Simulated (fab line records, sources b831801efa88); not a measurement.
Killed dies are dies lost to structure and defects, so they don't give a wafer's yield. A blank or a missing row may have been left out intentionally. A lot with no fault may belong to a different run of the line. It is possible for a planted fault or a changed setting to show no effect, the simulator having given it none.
Struck lot and sound lot, side by side    flow gf180mcu    19 out of 602 route steps
Sound: wafers L601.3, L601.4, L601.5. Struck: wafers L615.1, L615.5, L615.6. The cause is named last.
At each step with rows: each side's tool, then ch and its chambers, then its first start. Under that, the readings that differ: sound wafers    struck wafers    difference of the means    sigmas: that difference in standard deviations of wafers without a fault.
alike: readings whose means differ by less than 2 such deviations, and words and numbers that are the same on both sides. not compared: withheld readings, readings that some wafer has no value for, bounds like >300 that may hide the same value, and numbers for which the record gives no deviation and whose values overlap.
A row with sigmas, a row that says differs or no value, or rows on one side alone: a step with any of these is where the two part. Numbers that have no deviation but don't overlap get no sigmas and don't part them. A reading that every wafer of one side lacks parts them only if that side has two wafers or more.

first, 1 step without rows for these wafers: GF_POLY_GATE_DEVELOP_09 (develop time 60 s).
GF_POLY_GATE_CD_MEAS_10 targets a cd of 280 nm.
  sound on cdSem-02, day 10 11:02; struck on cdSem-01, day 15 03:19
reading    sound              struck             difference  sigmas
cdNm (nm)  278.8 278.4 277.6  281.5 280.4 280.5  +2.5        +2
GF_POLY_GATE_OVL_MEAS_11:
  sound on overlay-02, day 10 11:07; struck on overlay-02, day 15 03:26
  alike: POLY_GATE_OVL
GF_POLY_GATE_ETCH_12: etches BARC in N2/H2.
  sound on rieDiel-03 ch 0,1,2, day 10 11:09; struck on rieDiel-03 ch 0,2,3, day 15 03:29
  alike: drypumpMotorCurrentA, oesProductAu, throttleValvePct
GF_POLY_GATE_ETCH_13: etches poly-Si in HBr/Cl2, stops on SiO2, target depth 198.5 nm, time 69.6 s.
  sound on rieSi-02 ch 1,3, day 10 11:12; struck on rieSi-01 ch 1,2,3, day 15 03:32
  alike: drypumpMotorCurrentA, heBacksideLeakSccm, oesProductAu, throttleValvePct
  not compared: rfHoursCounterH
GF_POLY_GATE_STRIP_14: strips in O2/N2.
  sound on plasmaAsher-02 ch 0,1, day 10 11:17; struck on plasmaAsher-04 ch 0,1, day 15 03:35
  alike: drypumpMotorCurrentA, heaterPowerW, oesProductAu
  not compared: rfHoursCounterH
then, 2 steps without rows for these wafers: GF_POLY_GATE_CLEAN_15 (cleans in SC1/SC2, time 150 s); GF_POLY_GATE_OXIDATION_16 (stabilise 600 s, purge 300 s, target thk 4 nm).
GF_POLY_GATE_THK_MEAS_17:
  sound on filmMetro-03, day 10 12:55; struck on filmMetro-04, day 15 05:44
  alike: POLY_GATE_OXIDATION_THK
GF_POLY_GATE_CD_MEAS_18:
  sound on cdSem-02, day 10 13:01; struck on cdSem-01, day 15 05:47
reading    sound              struck             difference  sigmas
cdNm (nm)  278.8 278.1 276.8  282.9 282.0 283.4  +4.9        +3
then, 2 steps without rows for these wafers: GF_HV_LDD_DEHYDRATE_00 (time 60 s); GF_HV_LDD_HMDS_01 (prime time 60 s).
GF_HV_LDD_COAT_02: resist thk 1000 nm.
  sound on lithoTrack-04 ch 0, day 10 21:51; struck on lithoTrack-03 ch 0, day 15 16:33
reading             sound                 struck                difference  sigmas
spinSpeedRpm (rpm)  3002.8 3001.4 3001.0  2945.4 2942.6 2942.4  -58.3       -29
  not compared: model.NOVOLAK_of_HV_LDD_COAT_02.thkNm
then, 3 steps without rows for these wafers: GF_HV_LDD_SOFTBAKE_03 (time 60 s); GF_HV_LDD_EXPOSE_04 (exposes mask Nplus LV AREA, target cd 400 nm); GF_HV_LDD_PEB_05.
GF_HV_LDD_DEVELOP_06: develop time 60 s.
  sound on lithoTrack-04 ch 0, day 11 07:06; struck on lithoTrack-04 ch 0, day 16 03:23
  alike: developerTempC
  not compared: model.NOVOLAK_of_HV_LDD_COAT_02.thkNm
GF_HV_LDD_CD_MEAS_07 targets a cd of 400 nm.
  sound on cdSem-01, day 11 07:14; struck on cdSem-01, day 16 03:32
  alike: cdNm
after that, 1 step had no rows for these wafers: GF_PASSIVATION_PROBE_99.

## WHERE THEY PART
First at GF_POLY_GATE_CD_MEAS_10; last, within this record, at GF_HV_LDD_COAT_02. Later steps at which nothing parts them and some readings are alike: GF_HV_LDD_DEVELOP_06, GF_HV_LDD_CD_MEAS_07.

WHY: what had been put in by the simulator
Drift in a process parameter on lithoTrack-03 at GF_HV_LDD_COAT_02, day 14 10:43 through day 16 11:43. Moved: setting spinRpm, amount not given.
